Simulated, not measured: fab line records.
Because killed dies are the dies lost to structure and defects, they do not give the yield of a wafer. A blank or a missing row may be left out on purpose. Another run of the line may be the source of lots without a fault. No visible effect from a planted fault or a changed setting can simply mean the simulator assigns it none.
fab line records + flow sky130
[record]
- lots = 13
- wafers = 36
- last-day = 49
route steps=708 shown SONOS_ONO@171 RES_PROTECT@214 POLY_GATE@236 SD_P@326
lots untouched by any fault: they come from a run of this same line in which no faults occurred
start-h: start of the lot's first displayed wafer, in hours after the record's first day + wait-h: hours elapsed since this lot's preceding step + " unchanged from the row above + L1.1+2: a single row standing in for several wafers + - value missing, or start not given + * or withheld: withheld + < > ~ a bound
route shown NAME@n: names a module that has steps shown in the file, with the first one's number in the route + usual: mean/standard deviation of fault-free wafers + same: alike in all rows + chamber/n: place in a boat + sites: the reading at each site + _std_site: standard deviation of those values + _edge_site: mean of outer sites minus mean of inner sites + radius-mm: for every site, how far away it sits from the centre of the wafer + mask NAME#n: copy n + behind: the most recent tool/chamber to have shaped the wafer + hold: the reason the lot was held/the length of the hold in hours/how it ended + device: names the non-switching transistor (n, p or np) + end of line: tests run on the same wafers once the route is complete + step lacking rows: just its recipe + killed: count of dies lost to structure and defects at first sort (not the wafer's yield) + map: shows each die of a wafer: x if killed, . if not, _ if none is there
set.NAME: the run value of the setting; set.NAME@STEP: its run value at that earlier step + model.NAME: the simulator's own value behind a step, which no gauge read
route steps across a sampled set of lots; one table per step, one row per wafer
services: when a tool's chamber went out of use (start-h, in hours from the record's first day, below 0 if earlier), for how many hours, and the reason
[[steps]]
[step SKY_SONOS_ONO_THK_MEAS_03]
[recipe]
- reads = Si3N4_of_SONOS_ONO_CVD_02
[usual]
- SONOS_ONO_CVD_02_THK = 10.51/0.15
| lot.wafer | tool          | chamber | start-h | wait-h | SONOS_ONO_CVD_02_THK[nm] |
|-----------|---------------|---------|---------|--------|--------------------------|
| L988.2    | film-metro-02 | -       | 260.50  | 0.0    | 10.46                    |
| L988.4    | "             | -       | "       | "      | 10.52                    |
| L988.6    | "             | -       | "       | "      | 10.59                    |
| L989.1    | film-metro-02 | -       | 270.11  | 0.0    | 10.71                    |
| L989.3    | "             | -       | "       | "      | 10.79                    |
| L989.5    | "             | -       | "       | "      | 10.84                    |
| L990.1    | film-metro-02 | -       | 280.17  | 0.0    | 10.55                    |
| L990.5    | "             | -       | "       | "      | 10.56                    |
| L990.6    | "             | -       | "       | "      | 10.32                    |
| L991.1    | film-metro-03 | -       | 289.22  | 0.0    | 10.68                    |
| L991.2    | "             | -       | "       | "      | 10.68                    |
| L991.6    | "             | -       | "       | "      | 10.54                    |
| L992.2    | film-metro-03 | -       | 292.06  | 0.0    | 10.50                    |
| L992.3    | "             | -       | "       | "      | 10.62                    |
| L992.5    | "             | -       | "       | "      | 10.71                    |
| L993.3    | film-metro-03 | -       | 303.48  | 0.0    | 10.67                    |
| L993.4    | "             | -       | "       | "      | 10.73                    |
| L993.5    | "             | -       | "       | "      | 10.66                    |
| L994.1    | film-metro-01 | -       | 306.30  | 0.0    | 10.66                    |
| L994.4    | "             | -       | "       | "      | 10.62                    |
| L994.5    | "             | -       | "       | "      | 10.51                    |
| L995.2    | film-metro-02 | -       | 313.93  | 0.0    | 10.67                    |
| L995.3    | "             | -       | "       | "      | 10.51                    |
| L995.6    | "             | -       | "       | "      | 10.64                    |
| L996.3    | film-metro-03 | -       | 328.93  | 0.0    | 10.34                    |
| L996.5    | "             | -       | "       | "      | 10.33                    |
| L996.6    | "             | -       | "       | "      | 10.46                    |
| L999.1    | film-metro-03 | -       | 351.75  | 0.0    | 10.52                    |
| L999.3    | "             | -       | "       | "      | 10.45                    |
| L999.5    | "             | -       | "       | "      | 10.51                    |
| L101.4    | film-metro-01 | -       | 362.46  | 0.0    | 10.17                    |
| L101.6    | "             | -       | "       | "      | 10.27                    |
| L102.4    | film-metro-02 | -       | 365.37  | 0.0    | 10.48                    |
| L102.6    | "             | -       | "       | "      | 10.58                    |
| L103.2    | film-metro-02 | -       | 372.97  | 0.0    | 10.41                    |
| L103.5    | "             | -       | "       | "      | 10.51                    |
[step SKY_RES_PROTECT_STRIP_07]
[recipe]
- chemistry = O2/N2
- power-w = 1400
- pressure-mtorr = 1500
- platen-temp-c = withheld
- o2-flow-sccm = 3000
- n2-flow-sccm = 300
- overash-fraction = 0.5
[usual]
- drypump-motor-current-A = 5.7/0.42
- oes-product-au = 0.518/0.0044
- strip-time-to-endpoint-s = 23.29/0.043
[same]
- overash-fraction = 0.5
| lot.wafer | tool            | chamber | start-h | wait-h | drypump-motor-current-A | oes-product-au | rf-hours-counter-h | strip-time-to-endpoint-s |
|-----------|-----------------|---------|---------|--------|-------------------------|----------------|--------------------|--------------------------|
| L988.2    | plasma-asher-01 | 0       | 344.90  | 0.1    | 5.5                     | 0.509          | 23                 | 23.36                    |
| L988.4    | "               | 1       | "       | "      | 5.4                     | 0.519          | -                  | 23.30                    |
| L988.6    | "               | 1       | "       | "      | 5.4                     | 0.517          | -                  | 23.30                    |
| L989.1    | plasma-asher-01 | 0       | 356.45  | 0.1    | 5.5                     | 0.520          | 24                 | 23.27                    |
| L989.3    | "               | 0       | "       | "      | 5.5                     | 0.529          | -                  | 23.26                    |
| L989.5    | "               | 1       | "       | "      | 5.4                     | 0.513          | -                  | 23.29                    |
| L990.1    | plasma-asher-02 | 1       | 370.29  | 0.1    | 6.4                     | 0.520          | 68                 | 23.29                    |
| L990.5    | "               | 0       | "       | "      | 6.2                     | 0.519          | -                  | 23.29                    |
| L990.6    | "               | 1       | "       | "      | 6.5                     | 0.525          | -                  | 23.27                    |
| L991.1    | plasma-asher-01 | 1       | 375.96  | 0.1    | 5.4                     | 0.519          | 26                 | 23.25                    |
| L991.2    | "               | 0       | "       | "      | 5.5                     | 0.520          | 26                 | 23.27                    |
| L991.6    | "               | 1       | "       | "      | 5.4                     | 0.521          | -                  | 23.24                    |
| L992.2    | plasma-asher-03 | 0       | 379.66  | 0.1    | 5.3                     | 0.517          | 67                 | 23.36                    |
| L992.3    | "               | 0       | "       | "      | 5.3                     | 0.520          | -                  | 23.31                    |
| L992.5    | "               | 1       | "       | "      | 5.7                     | 0.523          | -                  | 23.33                    |
| L993.3    | plasma-asher-01 | 1       | 391.99  | 0.1    | 5.4                     | 0.516          | -                  | 23.24                    |
| L993.4    | "               | 0       | "       | "      | 5.5                     | 0.517          | -                  | 23.22                    |
| L993.5    | "               | 1       | "       | "      | 5.4                     | 0.510          | -                  | 23.26                    |
| L994.1    | plasma-asher-03 | 1       | 395.45  | 0.1    | 5.7                     | 0.513          | 68                 | 23.27                    |
| L994.4    | "               | 1       | "       | "      | 5.7                     | 0.515          | -                  | 23.25                    |
| L994.5    | "               | 0       | "       | "      | 5.3                     | 0.521          | -                  | 23.27                    |
| L995.2    | plasma-asher-01 | 0       | 405.59  | 0.1    | 5.5                     | 0.524          | 29                 | 23.25                    |
| L995.3    | "               | 1       | "       | "      | 5.5                     | 0.521          | -                  | 23.30                    |
| L995.6    | "               | 0       | "       | "      | 5.5                     | 0.514          | -                  | 23.27                    |
| L996.3    | plasma-asher-02 | 0       | 420.58  | 0.1    | 6.3                     | 0.511          | -                  | 23.18                    |
| L996.5    | "               | 1       | "       | "      | 6.4                     | 0.528          | -                  | 23.21                    |
| L996.6    | "               | 0       | "       | "      | 6.3                     | 0.513          | -                  | 23.21                    |
| L999.1    | plasma-asher-03 | 1       | 448.55  | 0.1    | 5.7                     | 0.517          | 2                  | 23.29                    |
| L999.3    | "               | 0       | "       | "      | 5.3                     | 0.525          | -                  | 23.34                    |
| L999.5    | "               | 1       | "       | "      | 5.7                     | 0.515          | -                  | 23.31                    |
| L101.4    | plasma-asher-02 | 0       | 459.23  | 0.1    | 6.3                     | 0.520          | -                  | 23.36                    |
| L101.6    | "               | 1       | "       | "      | 6.4                     | 0.521          | -                  | 23.33                    |
| L102.4    | plasma-asher-03 | 0       | 464.17  | 0.1    | 5.3                     | 0.515          | -                  | 23.29                    |
| L102.6    | "               | 1       | "       | "      | 5.7                     | 0.521          | -                  | 23.36                    |
| L103.2    | plasma-asher-01 | 1       | 469.65  | 0.1    | 5.4                     | 0.516          | 36                 | 23.27                    |
| L103.5    | "               | 0       | "       | "      | 5.5                     | 0.513          | -                  | 23.23                    |
[step SKY_POLY_GATE_CD_MEAS_22]
[usual]
- cd-nm = 149.3/3
| lot.wafer | tool      | chamber | start-h | wait-h | cd-nm |
|-----------|-----------|---------|---------|--------|-------|
| L988.2    | cd-sem-01 | -       | 379.02  | 0.1    | 151.7 |
| L988.4    | "         | -       | "       | "      | 149.3 |
| L988.6    | "         | -       | "       | "      | 155.3 |
| L989.1    | cd-sem-02 | -       | 388.76  | 0.1    | 144.1 |
| L989.3    | "         | -       | "       | "      | 142.6 |
| L989.5    | "         | -       | "       | "      | 149.4 |
| L990.1    | cd-sem-01 | -       | 404.21  | 0.1    | 145.6 |
| L990.5    | "         | -       | "       | "      | 143.5 |
| L990.6    | "         | -       | "       | "      | 146.0 |
| L991.1    | cd-sem-02 | -       | 408.05  | 0.1    | 150.1 |
| L991.2    | "         | -       | "       | "      | 149.7 |
| L991.6    | "         | -       | "       | "      | 148.9 |
| L992.2    | cd-sem-01 | -       | 412.48  | 0.1    | 153.9 |
| L992.3    | "         | -       | "       | "      | 147.6 |
| L992.5    | "         | -       | "       | "      | 149.5 |
| L994.1    | cd-sem-02 | -       | 430.18  | 0.1    | 148.4 |
| L994.4    | "         | -       | "       | "      | 152.0 |
| L994.5    | "         | -       | "       | "      | 145.1 |
| L993.3    | cd-sem-01 | -       | 430.23  | 0.1    | 151.5 |
| L993.4    | "         | -       | "       | "      | 148.0 |
| L993.5    | "         | -       | "       | "      | 151.0 |
| L995.2    | cd-sem-01 | -       | 439.13  | 0.1    | 153.2 |
| L995.3    | "         | -       | "       | "      | 150.0 |
| L995.6    | "         | -       | "       | "      | 149.2 |
| L996.3    | cd-sem-01 | -       | 455.07  | 0.1    | 149.3 |
| L996.5    | "         | -       | "       | "      | 149.7 |
| L996.6    | "         | -       | "       | "      | 144.3 |
| L999.1    | cd-sem-02 | -       | 482.76  | 0.1    | 149.4 |
| L999.3    | "         | -       | "       | "      | 147.9 |
| L999.5    | "         | -       | "       | "      | 150.3 |
| L101.4    | cd-sem-01 | -       | 493.43  | 0.1    | 150.4 |
| L101.6    | "         | -       | "       | "      | 145.1 |
| L102.4    | cd-sem-01 | -       | 498.44  | 0.1    | 155.6 |
| L102.6    | "         | -       | "       | "      | 151.4 |
| L103.2    | cd-sem-02 | -       | 503.77  | 0.1    | 145.0 |
| L103.5    | "         | -       | "       | "      | 149.9 |
[step SKY_SD_P_DEVELOP_06]
[recipe]
- resist = NOVOLAK
- developer = TMAH
- develop-time-s = 60
- dev-temp-c = 23
| lot.wafer  | tool           | chamber | start-h | wait-h |
|------------|----------------|---------|---------|--------|
| L988.2+4+6 | litho-track-02 | 0       | 593.23  | 0.1    |
| L989.1+3+5 | litho-track-02 | 0       | 602.76  | 0.1    |
| L990.1+5+6 | litho-track-04 | 0       | 620.09  | 0.1    |
| L991.1+2+6 | litho-track-02 | 0       | 622.01  | 0.1    |
| L992.2+3+5 | litho-track-03 | 0       | 627.47  | 0.1    |
| L993.3+4+5 | litho-track-02 | 0       | 643.26  | 0.1    |
| L994.1+4+5 | litho-track-03 | 0       | 644.55  | 0.1    |
| L995.2+3+6 | litho-track-04 | 0       | 651.92  | 0.1    |
| L996.3+5+6 | litho-track-04 | 0       | 666.34  | 0.1    |
| L999.1+3+5 | litho-track-03 | 0       | 692.65  | 0.1    |
| L101.4+6   | litho-track-02 | 0       | 702.03  | 0.1    |
| L102.4+6   | litho-track-02 | 0       | 705.63  | 0.1    |
| L103.2+5   | litho-track-02 | 0       | 711.83  | 0.1    |
[step SKY_SD_P_CD_MEAS_07]
[recipe]
- target-cd-nm = 380
[usual]
- cd-nm = 380.1/2.1
| lot.wafer | tool      | chamber | start-h | wait-h | hold                     | cd-nm |
|-----------|-----------|---------|---------|--------|--------------------------|-------|
| L988.2    | cd-sem-02 | -       | 593.38  | 0.1    | -                        | 376.7 |
| L988.4    | "         | -       | "       | "      | -                        | 376.6 |
| L988.6    | "         | -       | "       | "      | -                        | 377.4 |
| L989.1    | cd-sem-01 | -       | 602.91  | 0.1    | -                        | 380.5 |
| L989.3    | "         | -       | "       | "      | -                        | 379.7 |
| L989.5    | "         | -       | "       | "      | -                        | 380.9 |
| L990.1    | cd-sem-01 | -       | 620.24  | 0.1    | -                        | 381.1 |
| L990.5    | "         | -       | "       | "      | -                        | 381.2 |
| L990.6    | "         | -       | "       | "      | -                        | 380.5 |
| L991.1    | cd-sem-01 | -       | 622.16  | 0.1    | -                        | 380.9 |
| L991.2    | "         | -       | "       | "      | -                        | 378.6 |
| L991.6    | "         | -       | "       | "      | -                        | 376.9 |
| L992.2    | cd-sem-02 | -       | 627.62  | 0.1    | -                        | 378.8 |
| L992.3    | "         | -       | "       | "      | -                        | 380.3 |
| L992.5    | "         | -       | "       | "      | -                        | 380.3 |
| L993.3    | cd-sem-01 | -       | 643.40  | 0.1    | -                        | 380.3 |
| L993.4    | "         | -       | "       | "      | -                        | 380.8 |
| L993.5    | "         | -       | "       | "      | -                        | 379.2 |
| L994.1    | cd-sem-01 | -       | 644.70  | 0.1    | -                        | 379.0 |
| L994.4    | "         | -       | "       | "      | -                        | 380.4 |
| L994.5    | "         | -       | "       | "      | -                        | 379.1 |
| L995.2    | cd-sem-01 | -       | 652.06  | 0.1    | -                        | 377.9 |
| L995.3    | "         | -       | "       | "      | -                        | 379.5 |
| L995.6    | "         | -       | "       | "      | -                        | 382.3 |
| L996.3    | cd-sem-01 | -       | 666.48  | 0.1    | -                        | 379.7 |
| L996.5    | "         | -       | "       | "      | -                        | 378.9 |
| L996.6    | "         | -       | "       | "      | -                        | 381.8 |
| L999.1    | cd-sem-02 | -       | 692.80  | 0.1    | -                        | 378.2 |
| L999.3    | "         | -       | "       | "      | -                        | 380.5 |
| L999.5    | "         | -       | "       | "      | -                        | 377.4 |
| L101.4    | cd-sem-02 | -       | 702.17  | 0.1    | await-dispo/0.2h/release | 367.2 |
| L101.6    | "         | -       | "       | "      | await-dispo/0.2h/release | 378.2 |
| L101.4    | cd-sem-02 | -       | 702.45  | 0.3    | -                        | 367.2 |
| L101.6    | "         | -       | "       | "      | -                        | 378.4 |
| L102.4    | cd-sem-01 | -       | 705.77  | 0.1    | await-dispo/0.2h/release | 372.0 |
| L102.6    | "         | -       | "       | "      | await-dispo/0.2h/release | 382.9 |
| L102.4    | cd-sem-01 | -       | 706.23  | 0.4    | -                        | 372.1 |
| L102.6    | "         | -       | "       | "      | -                        | 383.4 |
| L103.2    | cd-sem-01 | -       | 711.98  | 0.1    | -                        | 382.7 |
| L103.5    | "         | -       | "       | "      | -                        | 372.3 |
[[services]]
| tool            | chamber | start-h | hours | kind       |
|-----------------|---------|---------|-------|------------|
| plasma-asher-03 | -       | 342.75  | 1.3   | repair     |
| plasma-asher-01 | -       | 349.76  | 0.4   | repair     |
| plasma-asher-03 | -       | 421.25  | 9.0   | pm         |
| plasma-asher-03 | 0       | 421.25  | 9.0   | vent-cycle |
| plasma-asher-03 | 1       | 421.25  | 9.0   | vent-cycle |
| plasma-asher-03 | 0       | 430.25  | -     | clean      |
| plasma-asher-03 | 1       | 430.25  | -     | clean      |
| plasma-asher-01 | -       | 487.32  | 1.2   | repair     |
| plasma-asher-02 | -       | 531.71  | 1.1   | repair     |
| plasma-asher-01 | -       | 603.11  | 4.4   | repair     |
| plasma-asher-01 | -       | 640.17  | 4.0   | repair     |
[[key]]
[first-sign]
- step = SKY_SD_P_CD_MEAS_07
- reading = visit
- direction = added
[effect]
- step = SKY_SD_P_CD_MEAS_07
- reading = cd-nm
- direction = down
- sigmas = 4.5
- usual = 380.1
- struck = 370.5
met-at SKY_SD_P_DEVELOP_06
struck-lots L101,L102,L103
struck-wafers L101.4,L102.4,L103.5
tester-left-out L101,L102,L103
not-acting-at SKY_SONOS_ONO_THK_MEAS_03,SKY_RES_PROTECT_STRIP_07,SKY_POLY_GATE_CD_MEAS_22
onset-between 643.26 702.03
[fault]
- kind = process-parameter-drift
- tool = litho-track-02
- chamber = -
- onset-h = 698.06
- steps = SKY_SD_P_DEVELOP_06
- channel = develop-time-s
- offset = *
- shape = step
- end-h = 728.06
- scope = struck-wafers-only
- acts-in = *
- stated = *
// tester-left-out: of these lots the tester's yield and bins aren't shown, on N5 and GAA mostly nor the transistor test; their killed dies are dies lost to structure and defects alone, not to doping, threshold or leakage, so they don't give the yield
